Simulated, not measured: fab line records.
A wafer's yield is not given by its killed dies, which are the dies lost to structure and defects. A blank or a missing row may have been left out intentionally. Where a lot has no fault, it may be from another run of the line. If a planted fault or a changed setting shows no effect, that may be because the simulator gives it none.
The tool behind it: which one? / flow sky130 / 13 lots with 39 wafers sampled at 5 steps, on a route of 708 steps

WHAT EACH GAUGE READ, for each wafer
SKY_VT_ADJUST_NCORE_TW_MEAS_11.
lot=L507; measured=day 8 11:03; on=film-metro-04; VT_ADJUST_NCORE_TW=219.2 219.9 219.4
lot=L508; measured=day 8 20:59; on=film-metro-02; VT_ADJUST_NCORE_TW=220.7 222.0 222.7
lot=L509; measured=day 9 03:27; on=film-metro-02; VT_ADJUST_NCORE_TW=220.1 220.8 220.1
lot=L510; measured=day 9 11:19; on=film-metro-02; VT_ADJUST_NCORE_TW=221.2 220.6 221.4
lot=L511; measured=day 9 15:52; on=film-metro-04; VT_ADJUST_NCORE_TW=219.8 219.7 218.9
lot=L513; measured=day 10 06:34; on=film-metro-02; VT_ADJUST_NCORE_TW=219.8 219.4 220.1
lot=L514; measured=day 10 15:08; on=film-metro-02; VT_ADJUST_NCORE_TW=220.6 220.0 219.5
lot=L515; measured=day 10 19:57; on=film-metro-02; VT_ADJUST_NCORE_TW=209.3 210.1 210.5
lot=L519; measured=day 12 02:32; on=film-metro-02; VT_ADJUST_NCORE_TW=221.6 221.4 220.4
lot=L520; measured=day 12 08:07; on=film-metro-04; VT_ADJUST_NCORE_TW=210.6 212.1 210.9
lot=L525; measured=day 13 18:56; on=film-metro-02; VT_ADJUST_NCORE_TW=220.8 222.0 221.9
lot=L526; measured=day 14 09:41; on=film-metro-02; VT_ADJUST_NCORE_TW=220.2 220.5 220.8
lot=L529; measured=day 15 03:17; on=film-metro-03; VT_ADJUST_NCORE_TW=220.6 220.5 220.1

SKY_LOCAL_INTERCONNECT_OVL_MEAS_12.
lot=L507; measured=day 30 04:31; on=overlay-02; LOCAL_INTERCONNECT_OVL (nm)=-7 -1 0
lot=L508; measured=day 30 15:58; on=overlay-01; LOCAL_INTERCONNECT_OVL (nm)=-1 6 -4
lot=L509; measured=day 30 21:42; on=overlay-02; LOCAL_INTERCONNECT_OVL (nm)=-4 0 -4
lot=L510; measured=day 31 08:16; on=overlay-02; LOCAL_INTERCONNECT_OVL (nm)=3 -6 3
lot=L511; measured=day 31 08:09; on=overlay-02; LOCAL_INTERCONNECT_OVL (nm)=-6 -5 -2
lot=L513; measured=day 32 08:18; on=overlay-01; LOCAL_INTERCONNECT_OVL (nm)=-5 -3 1
lot=L514; measured=day 32 16:54; on=overlay-01; LOCAL_INTERCONNECT_OVL (nm)=4 -2 0
lot=L515; measured=day 33 07:43; on=overlay-02; LOCAL_INTERCONNECT_OVL (nm)=6 -2 -2
lot=L519; measured=day 34 04:05; on=overlay-01; LOCAL_INTERCONNECT_OVL (nm)=4 1 3
lot=L520; measured=day 34 13:10; on=overlay-01; LOCAL_INTERCONNECT_OVL (nm)=-9 3 -7
lot=L525; measured=day 36 04:09; on=overlay-01; LOCAL_INTERCONNECT_OVL (nm)=1 -1 -10
lot=L526; measured=day 36 15:32; on=overlay-01; LOCAL_INTERCONNECT_OVL (nm)=-3 0 -1
lot=L529; measured=day 37 07:13; on=overlay-02; LOCAL_INTERCONNECT_OVL (nm)=2 -2 2

SKY_CONTACT_THK_MEAS_26: measures by xrf.
lot=L507; measured=day 31 10:35; on=film-metro-04; CONTACT_W_THK (nm)=340 338 333
lot=L508; measured=day 31 21:06; on=film-metro-04; CONTACT_W_THK (nm)=340 339 341
lot=L509; measured=day 32 03:30; on=film-metro-02; CONTACT_W_THK (nm)=331 331 333
lot=L510; measured=day 32 14:34; on=film-metro-03; CONTACT_W_THK (nm)=348 345 343
lot=L511; measured=day 32 13:47; on=film-metro-03; CONTACT_W_THK (nm)=353 348 351
lot=L513; measured=day 33 14:01; on=film-metro-02; CONTACT_W_THK (nm)=334 334 334
lot=L514; measured=day 33 22:05; on=film-metro-02; CONTACT_W_THK (nm)=337 334 340
lot=L515; measured=day 34 13:02; on=film-metro-03; CONTACT_W_THK (nm)=340 354 356
lot=L519; measured=day 35 08:47; on=film-metro-04; CONTACT_W_THK (nm)=353 337 338
lot=L520; measured=day 35 18:55; on=film-metro-04; CONTACT_W_THK (nm)=339 343 332
lot=L525; measured=day 37 08:49; on=film-metro-02; CONTACT_W_THK (nm)=332 345 345
lot=L526; measured=day 37 19:55; on=film-metro-04; CONTACT_W_THK (nm)=339 339 339
lot=L529; measured=day 38 11:24; on=film-metro-03; CONTACT_W_THK (nm)=353 338 346

WHICH TOOL RAN EACH LOT (tool, then ch and the chambers of the sampled wafers, then the start)
lot=L507; SKY_VT_ADJUST_NCORE_IMPLANT_09=implanter-03 ch 0, day 8 10:48; SKY_CONTACT_SPUTTER_23=pvd-sputter-02, day 31 10:18
lot=L508; SKY_VT_ADJUST_NCORE_IMPLANT_09=implanter-03 ch 0, day 8 20:46; SKY_CONTACT_SPUTTER_23=pvd-sputter-03, day 31 20:47
lot=L509; SKY_VT_ADJUST_NCORE_IMPLANT_09=implanter-03 ch 0, day 9 03:12; SKY_CONTACT_SPUTTER_23=pvd-sputter-03, day 32 03:13
lot=L510; SKY_VT_ADJUST_NCORE_IMPLANT_09=implanter-01 ch 0, day 9 11:04; SKY_CONTACT_SPUTTER_23=pvd-sputter-02, day 32 14:17
lot=L511; SKY_VT_ADJUST_NCORE_IMPLANT_09=implanter-01 ch 0, day 9 15:37; SKY_CONTACT_SPUTTER_23=pvd-sputter-02, day 32 13:29
lot=L513; SKY_VT_ADJUST_NCORE_IMPLANT_09=implanter-01 ch 0, day 10 06:19; SKY_CONTACT_SPUTTER_23=pvd-sputter-03, day 33 13:44
lot=L514; SKY_VT_ADJUST_NCORE_IMPLANT_09=implanter-01 ch 0, day 10 14:55; SKY_CONTACT_SPUTTER_23=pvd-sputter-02, day 33 21:46
lot=L515; SKY_VT_ADJUST_NCORE_IMPLANT_09=implanter-01 ch 0, day 10 19:42; SKY_CONTACT_SPUTTER_23=pvd-sputter-03, day 34 12:44
lot=L519; SKY_VT_ADJUST_NCORE_IMPLANT_09=implanter-03 ch 0, day 12 02:18; SKY_CONTACT_SPUTTER_23=pvd-sputter-01, day 35 08:29
lot=L520; SKY_VT_ADJUST_NCORE_IMPLANT_09=implanter-01 ch 0, day 12 07:52; SKY_CONTACT_SPUTTER_23=pvd-sputter-01, day 35 18:38
lot=L525; SKY_VT_ADJUST_NCORE_IMPLANT_09=implanter-03 ch 0, day 13 18:41; SKY_CONTACT_SPUTTER_23=pvd-sputter-02, day 37 08:31
lot=L526; SKY_VT_ADJUST_NCORE_IMPLANT_09=implanter-01 ch 0, day 14 09:27; SKY_CONTACT_SPUTTER_23=pvd-sputter-03, day 37 19:37
lot=L529; SKY_VT_ADJUST_NCORE_IMPLANT_09=implanter-04 ch 0, day 15 03:04; SKY_CONTACT_SPUTTER_23=pvd-sputter-03, day 38 11:05
- SKY_VT_ADJUST_NCORE_IMPLANT_09
- SKY_CONTACT_SPUTTER_23: material TiN, target thk 20 nm, time 80 s.

WHAT THE TOOLS THEMSELVES READ (means of the sampled wafers that have a number; where no wafer has one, the mark that the record gives instead)
SKY_CONTACT_SPUTTER_23.
lot=L507; tool=pvd-sputter-02; throttle-valve-pct (%)=29.8
lot=L508; tool=pvd-sputter-03; throttle-valve-pct (%)=29.9
lot=L509; tool=pvd-sputter-03; throttle-valve-pct (%)=29.4
lot=L510; tool=pvd-sputter-02; throttle-valve-pct (%)=30.2
lot=L511; tool=pvd-sputter-02; throttle-valve-pct (%)=29.6
lot=L513; tool=pvd-sputter-03; throttle-valve-pct (%)=30.3
lot=L514; tool=pvd-sputter-02; throttle-valve-pct (%)=30.2
lot=L515; tool=pvd-sputter-03; throttle-valve-pct (%)=29.2
lot=L519; tool=pvd-sputter-01; throttle-valve-pct (%)=30.1
lot=L520; tool=pvd-sputter-01; throttle-valve-pct (%)=30.9
lot=L525; tool=pvd-sputter-02; throttle-valve-pct (%)=30.5
lot=L526; tool=pvd-sputter-03; throttle-valve-pct (%)=29.7
lot=L529; tool=pvd-sputter-03; throttle-valve-pct (%)=30.1

THE ANSWER, worked out from the rows above alone
Rule: the lots themselves supply what counts as usual. The widest of any qualifying gaps counts: lots, ordered by their means at a reading, are off when they make up no more than a third of the lots, leave a main group of 4 or more, and stand apart from it by 3 or more times the standard deviation of that group's means. A main group is skipped when, at the precision printed for the reading in the tables above, its means are all equal. Also off: a lot with no number at a reading for which 4 or more lots have one. Where the step has rows for the other lots, those lots are counted as sound. The gauges are gone through in route order, then the tools' own readings, and for those a lot's mean is taken as printed above. The first step at which some lot is off is used, and at that step the reading that is off furthest; a lot without a number counts as furthest.
Off: L515, L520, at SKY_VT_ADJUST_NCORE_TW_MEAS_11 (VT_ADJUST_NCORE_TW). For the main group the mean is 220.5 and the standard deviation 0.76.
If a tool, at a process step before that reading, ran all the lots that are off and no sound lot after the first of them, it fits. Those tools and the gauges at SKY_VT_ADJUST_NCORE_TW_MEAS_11 are tried in the same way. Not one of the candidates tried fits.

WHAT WAS PUT IN BY THE SIMULATOR
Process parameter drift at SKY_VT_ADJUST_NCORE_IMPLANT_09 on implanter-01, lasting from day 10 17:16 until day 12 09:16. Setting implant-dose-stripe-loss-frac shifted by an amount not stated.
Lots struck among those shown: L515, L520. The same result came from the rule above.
